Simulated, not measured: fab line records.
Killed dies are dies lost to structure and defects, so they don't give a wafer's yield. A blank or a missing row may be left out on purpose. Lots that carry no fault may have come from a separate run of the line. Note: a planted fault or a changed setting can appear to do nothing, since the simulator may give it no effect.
Comparing a struck lot with a sound one || flow sky130 || 15 steps out of a route of 708
Sound: the wafers L528.2, L528.3, L528.6. The struck wafers were L533.2, L533.4. The cause is named last.
Per side, at each step with rows, come the tool, then ch with its chambers, and then its first start. Under that, the readings that differ: sound wafers || struck wafers || difference of the means || sigmas: that difference in standard deviations of wafers without a fault.
alike: a reading whose means differ by less than 2 such deviations, as well as words and numbers matching on both sides. not compared: withheld readings; readings where some wafer has no value; bounds like >300 that might hide an equal value; numbers whose values overlap and for which the record gives no deviation.
A row with sigmas, a row that says differs or no value, or rows on one side alone: a step with any of these is where the two part. Non-overlapping numbers with no deviation appear without sigmas and do not part them. Lack of a reading on every wafer of one side parts them only where that side has two or more wafers.

SKY_GATE_OXIDE_OVL_MEAS_10:
  sound on overlay-01 at day 16 02:48; struck on overlay-02 at day 17 12:12
  alike: GATE_OXIDE_OVL
then, 2 steps without rows for these wafers: SKY_GATE_OXIDE_IMPLANT_11; SKY_GATE_OXIDE_WET_ETCH_12 (etches SiO2 in dHF, target depth 16.8 nm, time 336 s).
SKY_GATE_OXIDE_STRIP_13: strips in O2/N2.
  sound on plasma asher-01 ch 0,1, day 16 03:05; struck on plasma asher-03 ch 0, day 17 12:29
{"reading": "oes product au (a.u.)", "sound": "0.719 0.718 0.722", "struck": "0.716 0.705", "difference": -0.009, "sigmas": -2}
{"reading": "strip time to endpoint s (s)", "sound": "14.11 14.12 14.15", "struck": "14.29 14.23", "difference": "+0.13", "sigmas": "+3"}
  alike: drypump motor current A, o2 flow sccm
  not compared: rf hours counter h
SKY_GATE_OXIDE_TW_MEAS_14:
  sound on film metro-02 at day 16 03:12; struck on film metro-04 at day 17 12:36
  alike: GATE_OXIDE_TW
then, 3 steps without rows for these wafers: SKY_GATE_OXIDE_CLEAN_15 (cleans in SC1/SC2, time 150 s); SKY_GATE_OXIDE_OXIDATION_16 (stabilise 600 s, purge 300 s, target thk 3.57 nm); SKY_POLY_GATE_CVD_00 (deposits poly-Si, target thk 180 nm, time 720 s).
SKY_POLY_GATE_THK_MEAS_01:
  sound on film metro-01 at day 16 07:21; struck on film metro-03 at day 17 19:59
  alike: POLY_GATE_CVD_00_THK
then, 3 steps without rows for these wafers: SKY_RES_PROTECT_DEHYDRATE_00 (time 60 s); SKY_RES_PROTECT_HMDS_01 (prime time 60 s); SKY_RES_PROTECT_COAT_02 (resist thk 1140 nm).
SKY_RES_PROTECT_SOFTBAKE_03: time 60 s.
  sound on litho track-03 ch 0, day 16 21:49; struck on litho track-04 ch 0, day 18 09:31
{"reading": "heater power total W (W)", "sound": "56.58 56.65 56.62", "struck": "58.43 58.36", "difference": "+1.78", "sigmas": "+42"}
{"reading": "run length s (s)", "sound": "89.71 89.55 89.45", "struck": "83.75 83.50", "difference": -5.94, "sigmas": -24}
  alike: resist line temp C
then, 1 step without rows for these wafers: SKY_RES_PROTECT_EXPOSE_04 (exposes mask RPM, target cd 1270 nm).
-- a jump in the record: the struck wafers' starts before and after are 30 days apart (it breaks off in module RES_PROTECT and resumes in module PAD_OPEN, where the first step shown is number 708 of the route) --
SKY_PAD_OPEN_PROBE_99:
  rows exist in the record for the struck wafers here (prober-01, day 48 12:13), but not for the sound ones

== WHERE THEY PART ==
First at SKY_GATE_OXIDE_STRIP_13; last, within this record, at SKY_PAD_OPEN_PROBE_99.

WHY: what had been put in by the simulator
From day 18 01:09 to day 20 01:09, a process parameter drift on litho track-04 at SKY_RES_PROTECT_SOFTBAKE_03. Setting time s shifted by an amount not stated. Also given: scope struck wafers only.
